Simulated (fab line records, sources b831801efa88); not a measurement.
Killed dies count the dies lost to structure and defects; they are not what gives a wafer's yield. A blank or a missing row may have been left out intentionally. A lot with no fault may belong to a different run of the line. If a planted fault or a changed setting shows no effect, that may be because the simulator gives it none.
fab line records | flow gf180mcu
[record] lots = 7 | wafers = 21 | lastDay = 32
route steps=602 shown M3@428 V3@429
lots with no fault: from the same line, run without faults
startH: start of the lot's first displayed wafer, in hours after the record's first day | waitH: time in hours since the lot's previous step | " the same as in the row above | L1.1+2: one row covering several wafers at once | - no value, or no start given | * or withheld: withheld | < > ~ a bound
route shown NAME@n: names a module that has steps shown in the file, with the first one's number in the route | usual: mean/standard deviation of fault-free wafers | same: alike in all rows | chamber/n: place in a boat | sites: per-site readings | _std_site: their standard deviation | _edge_site: mean of outer sites minus mean of inner sites | radiusMm: for every site, how far away it sits from the centre of the wafer | mask NAME#n: copy n | behind: tool/chamber where the wafer was last shaped | hold: why the lot was held/for how many hours/how that ended | device: transistor that didn't switch, given as n, p or np | end of line: tests of these same wafers at the route's end | step lacking rows: just its recipe | killed: at the first sort, the dies lost to defects and structure; wafer yield is something else | map: dies across one wafer; x = killed, . = not, _ = none there
set.NAME: the setting the step ran with; set.NAME@STEP: the setting that earlier step ran with | model.NAME: the simulator's own value behind a step, which no gauge read
a table for each step, a row for each wafer; lots at some steps of the route
services: a tool's chamber out of use, with start hour (startH, from the record's first day; less than 0 if before it), hours out, and reason
[[steps]]
[step GF_M3_CLEAN_19]
[recipe] chemistry = DIW | dry = n2Spin
[step GF_V3_CVD_00]
[recipe] material = SiO2 | targetThkNm = 600 | sigmaOpenFrac = 0.3 | tempC = 400 | timeS = 100 | sih4FlowSccm = 60 | pressureMtorr = 6
[step GF_V3_THK_MEAS_01]
[recipe] reads = SiO2_of_V3_CVD_00
[usual] V3_CVD_00_THK = 603/6.8
lot.wafer | tool         | chamber | startH | waitH | V3_CVD_00_THK[nm]
L197.1    | filmMetro-02 | -       | 506.33 | 0.0   | 617
L197.3    | "            | -       | "      | "     | 618
L197.4    | "            | -       | "      | "     | 614
L199.1    | filmMetro-02 | -       | 526.14 | 0.0   | 603
L199.2    | "            | -       | "      | "     | 607
L199.3    | "            | -       | "      | "     | 603
L201.1    | filmMetro-03 | -       | 543.54 | 0.0   | 617
L201.4    | "            | -       | "      | "     | 608
L201.5    | "            | -       | "      | "     | 600
L202.3    | filmMetro-04 | -       | 555.14 | 0.1   | 594
L202.4    | "            | -       | "      | "     | 597
L202.5    | "            | -       | "      | "     | 602
L203.3    | filmMetro-02 | -       | 562.56 | 0.1   | 603
L203.4    | "            | -       | "      | "     | 592
L203.6    | "            | -       | "      | "     | 600
L209.2    | filmMetro-03 | -       | 610.72 | 0.0   | 608
L209.3    | "            | -       | "      | "     | 607
L209.4    | "            | -       | "      | "     | 614
L210.4    | filmMetro-02 | -       | 618.95 | 0.0   | 604
L210.5    | "            | -       | "      | "     | 605
L210.6    | "            | -       | "      | "     | 601
[step GF_V3_CVD_02]
[recipe] material = SiO2 | targetThkNm = 850 | precursor = TEOS | tempC = 400 | timeS = 94.851 | rfW = 600
[usual] heaterPowerW = 704/130
[same] timeS = 94.851
lot.wafer | tool     | chamber | startH | waitH | heaterPowerW | sinceWetCleanH
L197.1    | pecvd-02 | 2       | 506.39 | 0.1   | 625          | 540
L197.3    | "        | 0       | "      | "     | 641          | 540
L197.4    | "        | 0       | "      | "     | 498          | -
L199.1    | pecvd-03 | 2       | 526.20 | 0.1   | 862          | 352
L199.2    | "        | 0       | "      | "     | 563          | 352
L199.3    | "        | 1       | "      | "     | 709          | 352
L201.1    | pecvd-03 | 1       | 543.60 | 0.1   | 799          | 369
L201.4    | "        | 2       | "      | "     | 798          | -
L201.5    | "        | 0       | "      | "     | 595          | -
L202.3    | pecvd-01 | 2       | 555.18 | 0.0   | 886          | 172
L202.4    | "        | 1       | "      | "     | 522          | -
L202.5    | "        | 2       | "      | "     | 957          | -
L203.3    | pecvd-01 | 1       | 562.60 | 0.0   | 638          | 180
L203.4    | "        | 2       | "      | "     | 902          | -
L203.6    | "        | 1       | "      | "     | 660          | -
L209.2    | pecvd-03 | 2       | 610.77 | 0.0   | 877          | 436
L209.3    | "        | 1       | "      | "     | 813          | 436
L209.4    | "        | 2       | "      | "     | 899          | -
L210.4    | pecvd-03 | 2       | 619.01 | 0.1   | 850          | -
L210.5    | "        | 0       | "      | "     | 514          | -
L210.6    | "        | 1       | "      | "     | 775          | -
[step GF_V3_THK_MEAS_03]
[recipe] reads = SiO2_of_V3_CVD_02
[usual] V3_CVD_02_THK = 847/9.8
lot.wafer | tool         | chamber | startH | waitH | V3_CVD_02_THK[nm]
L197.1    | filmMetro-04 | -       | 506.46 | 0.0   | 842
L197.3    | "            | -       | "      | "     | 839
L197.4    | "            | -       | "      | "     | 844
L199.1    | filmMetro-03 | -       | 526.27 | 0.0   | 838
L199.2    | "            | -       | "      | "     | 855
L199.3    | "            | -       | "      | "     | 841
L201.1    | filmMetro-02 | -       | 543.67 | 0.0   | 842
L201.4    | "            | -       | "      | "     | 843
L201.5    | "            | -       | "      | "     | 860
L202.3    | filmMetro-02 | -       | 555.27 | 0.1   | 859
L202.4    | "            | -       | "      | "     | 843
L202.5    | "            | -       | "      | "     | 863
L203.3    | filmMetro-02 | -       | 562.69 | 0.1   | 829
L203.4    | "            | -       | "      | "     | 857
L203.6    | "            | -       | "      | "     | 853
L209.2    | filmMetro-02 | -       | 610.85 | 0.0   | 838
L209.3    | "            | -       | "      | "     | 835
L209.4    | "            | -       | "      | "     | 846
L210.4    | filmMetro-04 | -       | 619.08 | 0.0   | 847
L210.5    | "            | -       | "      | "     | 844
L210.6    | "            | -       | "      | "     | 857
[step GF_V3_CMP_04]
[recipe] material = SiO2 | downForcePsi = 4 | platenRpm = 60 | padVelocityMS = 0.94248
[usual] motorCurrentA = 12.0/1.9 | platenRpm = 60.00/0.044 | slurryFilterDpKPa = 13.52/0.14 | timeToEndpointS = 80/5.6
lot.wafer | tool   | chamber | startH | waitH | motorCurrentA | platenRpm | slurryFilterDpKPa | timeToEndpointS
L197.4    | cmp-02 | 3       | 506.52 | 0.0   | 9.0           | 60.07     | 13.36             | 74
L197.1    | "      | 0       | "      | "     | 14.5          | 60.05     | 13.49             | 72
L197.3    | "      | 2       | "      | "     | 11.3          | 59.98     | 13.61             | 78
L199.3    | cmp-01 | 2       | 526.33 | 0.0   | 13.0          | 59.95     | 13.49             | 77
L199.1    | "      | 3       | "      | "     | 13.3          | 59.98     | 13.32             | 76
L199.2    | "      | 0       | "      | "     | 11.2          | 59.92     | 13.38             | 81
L201.4    | cmp-02 | 3       | 543.73 | 0.0   | 9.6           | 59.97     | 13.35             | 76
L201.1    | "      | 2       | "      | "     | 11.4          | 60.01     | 13.54             | 84
L201.5    | "      | 3       | "      | "     | 9.4           | 60.03     | 13.77             | 82
L202.3    | cmp-02 | 3       | 555.36 | 0.1   | 8.9           | 60.07     | 13.64             | 82
L202.4    | "      | 0       | "      | "     | 14.0          | 60.00     | 13.59             | 79
L202.5    | "      | 3       | "      | "     | 8.8           | 59.98     | 13.52             | 88
L203.4    | cmp-01 | 2       | 562.74 | 0.0   | 12.5          | 60.03     | 13.38             | 79
L203.3    | "      | 0       | "      | "     | 11.4          | 60.03     | 13.62             | 66
L203.6    | "      | 2       | "      | "     | 13.1          | 60.00     | 13.54             | 74
L209.4    | cmp-02 | 0       | 610.95 | 0.1   | 14.9          | 60.05     | 13.46             | 77
L209.3    | "      | 1       | "      | "     | 13.0          | 59.97     | 13.73             | 69
L209.2    | "      | 2       | "      | "     | 12.1          | 60.03     | 13.49             | 76
L210.4    | cmp-02 | 3       | 619.16 | 0.1   | 9.4           | 59.96     | 13.50             | 78
L210.5    | "      | 2       | "      | "     | 11.2          | 60.00     | 13.54             | 86
L210.6    | "      | 3       | "      | "     | 9.3           | 60.02     | 13.36             | 86
[step GF_V3_BOW_MEAS_05]
[recipe] mode = bow
[usual] V3_BOW = 119/8.5
lot.wafer | tool         | chamber | startH | waitH | V3_BOW[um]
L197.1    | filmMetro-02 | -       | 506.82 | 0.2   | 131
L197.3    | "            | -       | "      | "     | 115
L197.4    | "            | -       | "      | "     | 125
L199.1    | filmMetro-03 | -       | 526.63 | 0.2   | 122
L199.2    | "            | -       | "      | "     | 114
L199.3    | "            | -       | "      | "     | 116
L201.1    | filmMetro-02 | -       | 544.03 | 0.1   | 119
L201.4    | "            | -       | "      | "     | 110
L201.5    | "            | -       | "      | "     | 116
L202.3    | filmMetro-04 | -       | 555.65 | 0.2   | 114
L202.4    | "            | -       | "      | "     | 111
L202.5    | "            | -       | "      | "     | 116
L203.3    | filmMetro-03 | -       | 563.08 | 0.2   | 125
L203.4    | "            | -       | "      | "     | 115
L203.6    | "            | -       | "      | "     | 122
L209.2    | filmMetro-04 | -       | 611.22 | 0.1   | 113
L209.3    | "            | -       | "      | "     | 122
L209.4    | "            | -       | "      | "     | 123
L210.4    | filmMetro-04 | -       | 619.47 | 0.3   | 118
L210.5    | "            | -       | "      | "     | 121
L210.6    | "            | -       | "      | "     | 130
[step GF_V3_DEHYDRATE_06]
[recipe] tempC = 200 | timeS = 60
[step GF_V3_HMDS_07]
[recipe] primeTimeS = 60 | primeTempC = 120
[step GF_V3_COAT_08]
[recipe] resist = BARC | tempC = withheld | timeS = withheld | spinRpm = withheld | resistThkNm = withheld
[step GF_V3_COAT_09]
[recipe] resist = KrF | spinRpm = withheld | resistThkNm = 1000
[step GF_V3_SOFTBAKE_10]
[recipe] tempC = 130 | timeS = 60 | resist = KrF
[step GF_V3_EXPOSE_11]
[recipe] maskId = Via3 | targetCdNm = 260 | na = 0.68 | sourceShape = conventional | sigmaOuter = 0.6 | doseMj = 38
[usual] exposureDoseMJCm2 = 38.12/0.039 | focusOffsetNm = -0.1/0.54 | na = 0.68/0
lot.wafer | tool          | chamber | startH | waitH | mask   | exposureDoseMJCm2 | focusOffsetNm | na
L197.1    | krfScanner-02 | 0       | 518.83 | -     | Via3#0 | 38.11             | -1.2          | 0.68
L197.3    | "             | 0       | "      | "     | Via3#0 | 38.09             | -0.2          | 0.68
L197.4    | "             | 0       | "      | "     | Via3#0 | 38.11             | 0.2           | 0.68
L199.1    | krfScanner-01 | 0       | 538.48 | -     | Via3#0 | 38.06             | 0.6           | 0.68
L199.2    | "             | 0       | "      | "     | Via3#0 | 38.07             | -0.5          | 0.68
L199.3    | "             | 0       | "      | "     | Via3#0 | 38.09             | 0.8           | 0.68
L201.1    | krfScanner-02 | -       | 555.07 | -     | Via3#0 | -                 | -             | -
L201.4    | "             | -       | "      | "     | Via3#0 | -                 | -             | -
L201.5    | "             | -       | "      | "     | Via3#0 | -                 | -             | -
L202.3    | krfScanner-01 | -       | 566.82 | -     | Via3#0 | -                 | -             | -
L202.4    | "             | -       | "      | "     | Via3#0 | -                 | -             | -
L202.5    | "             | -       | "      | "     | Via3#0 | -                 | -             | -
L203.3    | krfScanner-02 | -       | 574.07 | -     | Via3#0 | -                 | -             | -
L203.4    | "             | -       | "      | "     | Via3#0 | -                 | -             | -
L203.6    | "             | -       | "      | "     | Via3#0 | -                 | -             | -
L209.2    | krfScanner-02 | 0       | 621.67 | -     | Via3#0 | 38.12             | 0.2           | 0.68
L209.3    | "             | 0       | "      | "     | Via3#0 | 38.12             | 0.1           | 0.68
L209.4    | "             | 0       | "      | "     | Via3#0 | 38.10             | 0.4           | 0.68
L210.4    | krfScanner-02 | 0       | 630.12 | -     | Via3#0 | 38.08             | -0.6          | 0.68
L210.5    | "             | 0       | "      | "     | Via3#0 | 38.09             | 0.4           | 0.68
L210.6    | "             | 0       | "      | "     | Via3#0 | 38.11             | 0.0           | 0.68
[step GF_V3_PEB_12]
[recipe] pebTempC = 135 | pebTimeS = 87.84 | resist = KrF
[[services]]
tool          | chamber | startH | hours | kind
krfScanner-01 | -       | 482.45 | 1.0   | pm
krfScanner-02 | -       | 498.96 | 0.8   | pm
krfScanner-01 | 0       | 503.37 | -     | calibration
krfScanner-02 | -       | 508.74 | 0.2   | repair
krfScanner-02 | -       | 509.68 | 0.2   | repair
cmp-02        | -       | 516.58 | 1.9   | repair
cmp-02        | -       | 533.45 | 1.0   | repair
pecvd-02      | 2       | 546.01 | 10.6  | repair
krfScanner-01 | -       | 554.12 | 1.3   | pm
krfScanner-02 | -       | 555.95 | 1.0   | repair
cmp-01        | -       | 572.00 | 4.0   | pm
cmp-01        | -       | 576.00 | -     | consumableReplace:conditioner
cmp-01        | -       | 576.00 | -     | consumableReplace:pad
krfScanner-02 | -       | 583.62 | 0.8   | repair
pecvd-03      | 0       | 599.84 | 3.4   | repair
pecvd-02      | -       | 615.69 | 0.7   | repair
krfScanner-01 | -       | 621.65 | 0.8   | pm
[[key]]
[firstSign] step = GF_V3_EXPOSE_11 | reading = toolRecord | direction = missing
effect none on later readings
metAt GF_V3_EXPOSE_11
struckWafers L201.1,L201.4,L201.5,L202.3,L202.4,L202.5,L203.3,L203.4,L203.6
laterRowsLeftOut L201.1,L201.4,L201.5,L202.3,L202.4,L202.5,L203.3,L203.4,L203.6
sortLeftOut L201.1,L201.4,L201.5,L202.3,L202.4,L202.5,L203.3,L203.4,L203.6
onsetBetween 538.48 555.07
[fault] kind = skippedStepWhole | tool = krfScanner-01,krfScanner-02 | chamber = - | onsetH = 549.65 | steps = GF_V3_EXPOSE_11 | scope = struckLotsOnly
// sortLeftOut: the simulated sort isn't trusted on such a fault, so these wafers' sort isn't shown, and their yield isn't known
// laterRowsLeftOut: the simulator's readings of these wafers behind a module that went badly wrong aren't trusted and aren't shown, but for the sort
